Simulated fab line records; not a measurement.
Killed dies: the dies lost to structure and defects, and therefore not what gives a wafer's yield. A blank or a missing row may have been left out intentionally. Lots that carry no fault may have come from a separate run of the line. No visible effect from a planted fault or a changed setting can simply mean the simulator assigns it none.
Which tool is to blame? :: flow sky130 :: 42 wafers from 14 lots sampled at 3 of the route's 708 steps

## WHAT THE GAUGES SHOWED, per wafer
SKY_VIA4_THK_MEAS_01. Usual: VIA4_HDPCVD_THK typically reads 1691 nm, with standard deviation 21.
lot: L336
measured: day 41 17:02
on: film metro-02
VIA4_HDPCVD_THK (nm): 1718 1706 1685
flag: 

lot: L337
measured: day 41 21:12
on: film metro-01
VIA4_HDPCVD_THK (nm): 1725 1681 1720
flag: 

lot: L338
measured: day 41 23:01
on: film metro-02
VIA4_HDPCVD_THK (nm): 1707 1721 1685
flag: 

lot: L339
measured: day 42 15:41
on: film metro-02
VIA4_HDPCVD_THK (nm): 1689 1712 1684
flag: 

lot: L340
measured: day 42 17:25
on: film metro-01
VIA4_HDPCVD_THK (nm): 1708 1688 1683
flag: 

lot: L344
measured: day 44 16:30
on: film metro-01
VIA4_HDPCVD_THK (nm): 1717 1692 1674
flag: 

lot: L345
measured: day 44 19:24
on: film metro-02
VIA4_HDPCVD_THK (nm): 1669 1711 1687
flag: 

lot: L348
measured: day 45 05:17
on: film metro-03
VIA4_HDPCVD_THK (nm): 1682 1702 1662
flag: 

lot: L350
measured: day 45 13:44
on: film metro-01
VIA4_HDPCVD_THK (nm): 1670 1684 1658
flag: 

lot: L351
measured: day 45 18:55
on: film metro-02
VIA4_HDPCVD_THK (nm): 1659 1674 1659
flag: 

lot: L353
measured: day 46 08:29
on: film metro-03
VIA4_HDPCVD_THK (nm): 1673 1661 1690
flag: 

lot: L354
measured: day 46 09:31
on: film metro-02
VIA4_HDPCVD_THK (nm): 1694 1691 1697
flag: 

lot: L355
measured: day 46 18:13
on: film metro-02
VIA4_HDPCVD_THK (nm): 1643 1679 1659
flag: 

lot: L358
measured: day 47 05:36
on: film metro-02
VIA4_HDPCVD_THK (nm): 1695 1684 1678
flag: 

## WHICH TOOL RAN EACH LOT (tool, then ch and the chambers of the sampled wafers, then the start)
lot: L336
SKY_RES_PROTECT_EXPOSE_04: iline stepper-01 ch 0, day 14 12:13
SKY_METAL4_DESCUM_15: rie metal-02 ch 1, day 41 15:53

lot: L337
SKY_RES_PROTECT_EXPOSE_04: iline stepper-02 ch 0, day 14 19:55
SKY_METAL4_DESCUM_15: rie metal-02 ch 0,1, day 41 20:02

lot: L338
SKY_RES_PROTECT_EXPOSE_04: iline stepper-01 ch 0, day 14 21:38
SKY_METAL4_DESCUM_15: rie metal-03 ch 0, day 41 21:41

lot: L339
SKY_RES_PROTECT_EXPOSE_04: iline stepper-01 ch 0, day 15 13:23
SKY_METAL4_DESCUM_15: rie metal-02 ch 0,1, day 42 14:30

lot: L340
SKY_RES_PROTECT_EXPOSE_04: iline stepper-02 ch 0, day 15 22:37
SKY_METAL4_DESCUM_15: rie metal-02 ch 0,1, day 42 16:14

lot: L344
SKY_RES_PROTECT_EXPOSE_04: iline stepper-01 ch 0, day 17 21:56
SKY_METAL4_DESCUM_15: rie metal-03 ch 0,1, day 44 15:23

lot: L345
SKY_RES_PROTECT_EXPOSE_04: iline stepper-01 ch 0, day 18 01:43
SKY_METAL4_DESCUM_15: rie metal-03 ch 0,1, day 44 18:17

lot: L348
SKY_RES_PROTECT_EXPOSE_04: iline stepper-02 ch 0, day 18 23:37
SKY_METAL4_DESCUM_15: rie metal-03 ch 0,1, day 45 04:11

lot: L350
SKY_RES_PROTECT_EXPOSE_04: iline stepper-02 ch 0, day 19 11:47
SKY_METAL4_DESCUM_15: rie metal-03 ch 0,1, day 45 12:38

lot: L351
SKY_RES_PROTECT_EXPOSE_04: iline stepper-01 ch 0, day 19 17:57
SKY_METAL4_DESCUM_15: rie metal-01 ch 0,1, day 45 17:48

lot: L353
SKY_RES_PROTECT_EXPOSE_04: iline stepper-01 ch 0, day 20 14:31
SKY_METAL4_DESCUM_15: rie metal-02 ch 0,1, day 46 07:24

lot: L354
SKY_RES_PROTECT_EXPOSE_04: iline stepper-01 ch 0, day 20 19:44
SKY_METAL4_DESCUM_15: rie metal-02 ch 0,1, day 46 08:23

lot: L355
SKY_RES_PROTECT_EXPOSE_04: iline stepper-01 ch 0, day 21 08:16
SKY_METAL4_DESCUM_15: rie metal-03 ch 0,1, day 46 17:04

lot: L358
SKY_RES_PROTECT_EXPOSE_04: iline stepper-01 ch 0, day 22 03:11
SKY_METAL4_DESCUM_15: rie metal-02 ch 0,1, day 47 04:29
- SKY_RES_PROTECT_EXPOSE_04: exposes mask RPM, target cd 1270 nm.
- SKY_METAL4_DESCUM_15: chemistry O2, time 8 s.

## WHAT THE TOOLS THEMSELVES READ (means of the sampled wafers that have a number; where no wafer has one, the mark that the record gives instead)
SKY_METAL4_DESCUM_15. Usual: drypump motor current A 5.8 A, standard deviation 0.49; oes product au 1.002 a.u., standard deviation 0.02.
lot: L336
tool: rie metal-02
drypump motor current A (A): 5.3
oes product au (a.u.): 0.975
flag: 

lot: L337
tool: rie metal-02
drypump motor current A (A): 5.7
oes product au (a.u.): 0.991
flag: 

lot: L338
tool: rie metal-03
drypump motor current A (A): 5.6
oes product au (a.u.): 1.035
flag: 

lot: L339
tool: rie metal-02
drypump motor current A (A): 5.7
oes product au (a.u.): 0.992
flag: 

lot: L340
tool: rie metal-02
drypump motor current A (A): 5.7
oes product au (a.u.): 0.990
flag: 

lot: L344
tool: rie metal-03
drypump motor current A (A): 5.7
oes product au (a.u.): 1.021
flag: 

lot: L345
tool: rie metal-03
drypump motor current A (A): 5.8
oes product au (a.u.): 1.007
flag: 

lot: L348
tool: rie metal-03
drypump motor current A (A): 5.7
oes product au (a.u.): 1.030
flag: 

lot: L350
tool: rie metal-03
drypump motor current A (A): 5.7
oes product au (a.u.): 1.016
flag: 

lot: L351
tool: rie metal-01
drypump motor current A (A): 5.9
oes product au (a.u.): 0.989
flag: 

lot: L353
tool: rie metal-02
drypump motor current A (A): 6.1
oes product au (a.u.): 0.999
flag: 

lot: L354
tool: rie metal-02
drypump motor current A (A): 5.7
oes product au (a.u.): 0.993
flag: 

lot: L355
tool: rie metal-03
drypump motor current A (A): 5.8
oes product au (a.u.): 0.995
flag: 

lot: L358
tool: rie metal-02
drypump motor current A (A): 5.7
oes product au (a.u.): 0.997
flag: 

## THE ANSWER, worked out from the rows above alone
Rule: a lot is off if the mean of its wafers that have a number lies more than 3 standard deviations from the usual mean. Also off: a lot with no number at a reading for which 4 or more lots have one. All remaining lots with rows at the step are treated as sound. After the gauges, taken in route order, come the tools' own readings; for these a lot's mean is taken, as printed above. At the first step where some lot is off, the reading lying furthest off is the one used; lots without a number count as furthest.
No lot is off at any reading shown: from this, nothing can be told.

## WHAT WAS PUT IN BY THE SIMULATOR
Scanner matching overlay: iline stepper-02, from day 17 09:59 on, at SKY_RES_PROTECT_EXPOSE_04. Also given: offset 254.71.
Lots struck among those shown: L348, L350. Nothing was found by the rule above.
